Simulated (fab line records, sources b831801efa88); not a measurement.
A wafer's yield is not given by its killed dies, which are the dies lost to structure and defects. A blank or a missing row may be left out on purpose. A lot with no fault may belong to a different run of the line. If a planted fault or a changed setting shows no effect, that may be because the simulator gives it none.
One fault through the eyes of 2 desks + flow gf180mcu + only its own numbers are on each desk; what lay behind them is given at the end

FOR THE TOOL OWNER'S DESK: implanter-01
GF_HV_LDD_IMPLANT_21, tool's own readings: per-lot mean of the sampled wafers with a number, covering each lot this tool ran. The brackets show how far a lot's mean lies from the usual mean; more than 4 standard deviations puts the lot out of limits, marked OUT.
Columns: A = beam_energy_keV at GF_HV_LDD_IMPLANT_21, usual 25.000; B = beam_on_s at GF_HV_LDD_IMPLANT_21, usual 10.02 s; C = faraday_current_uA at GF_HV_LDD_IMPLANT_21, usual 281
| lot  | first seen here | A                        | B     | C   |
|------|-----------------|--------------------------|-------|-----|
| L770 | day 12 12:19    | 17.718 (-99 or more) OUT | 9.92  | 283 |
| L773 | day 13 13:25    | 17.708 (-99 or more) OUT | 10.00 | 282 |
| L783 | day 16 16:58    | 24.991                   | 10.02 | 281 |
| L785 | day 18 02:58    | 25.002                   | 10.07 | 279 |
| L786 | day 18 06:40    | 24.991                   | 10.15 | 277 |
This desk's verdict: out of limits on L770, L773, starting with L770 at day 12 12:19 (beam_energy_keV at GF_HV_LDD_IMPLANT_21). Within limits: L783, L785, L786.

METROLOGY DESK
What the gauges read for every lot (on any tool): the sampled wafers with a number, averaged. The brackets show how far a lot's mean lies from the usual mean; more than 4 standard deviations puts the lot out of limits, marked OUT.
Columns: A = HV_LDD_2_TW at GF_HV_LDD_TW_MEAS_23, usual 1055
| lot  | first seen here | A              |
|------|-----------------|----------------|
| L764 | day 10 18:08    | 1072           |
| L765 | day 11 05:44    | 1060           |
| L766 | day 11 07:19    | 1066           |
| L768 | day 11 22:46    | 1065           |
| L770 | day 12 12:34    | 961 (-8.6) OUT |
| L773 | day 13 13:40    | 954 (-9.2) OUT |
| L780 | day 15 20:52    | 1042           |
| L782 | day 16 08:16    | 1049           |
| L783 | day 16 17:13    | 1049           |
| L784 | day 17 05:34    | 1055           |
| L785 | day 18 03:13    | 1051           |
| L786 | day 18 06:55    | 1068           |
| L787 | day 18 18:06    | 1046           |
Per this desk, out of limits: L770, L773; the first was L770, day 12 12:34 (HV_LDD_2_TW at GF_HV_LDD_TW_MEAS_23). Within limits: L764, L765, L766, L768, L780, L782, L783, L784, L785, L786, L787.

BROUGHT TOGETHER
The tool owner's desk could have raised an alarm at day 12 12:19, on L770, L773.
On L770, L773, the metrology desk was in a position to raise an alarm at day 12 12:34.
The lots listed all ran GF_HV_LDD_IMPLANT_21 on implanter-01.

WHAT THE SIMULATOR HAD INSERTED
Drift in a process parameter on implanter-01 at GF_HV_LDD_IMPLANT_21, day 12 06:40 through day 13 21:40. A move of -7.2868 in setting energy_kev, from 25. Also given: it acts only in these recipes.
Shown lots that were struck: L770, L773.
Fault start to first reading out of limits, in hours, per desk: tool owner, 6; metrology, 6.
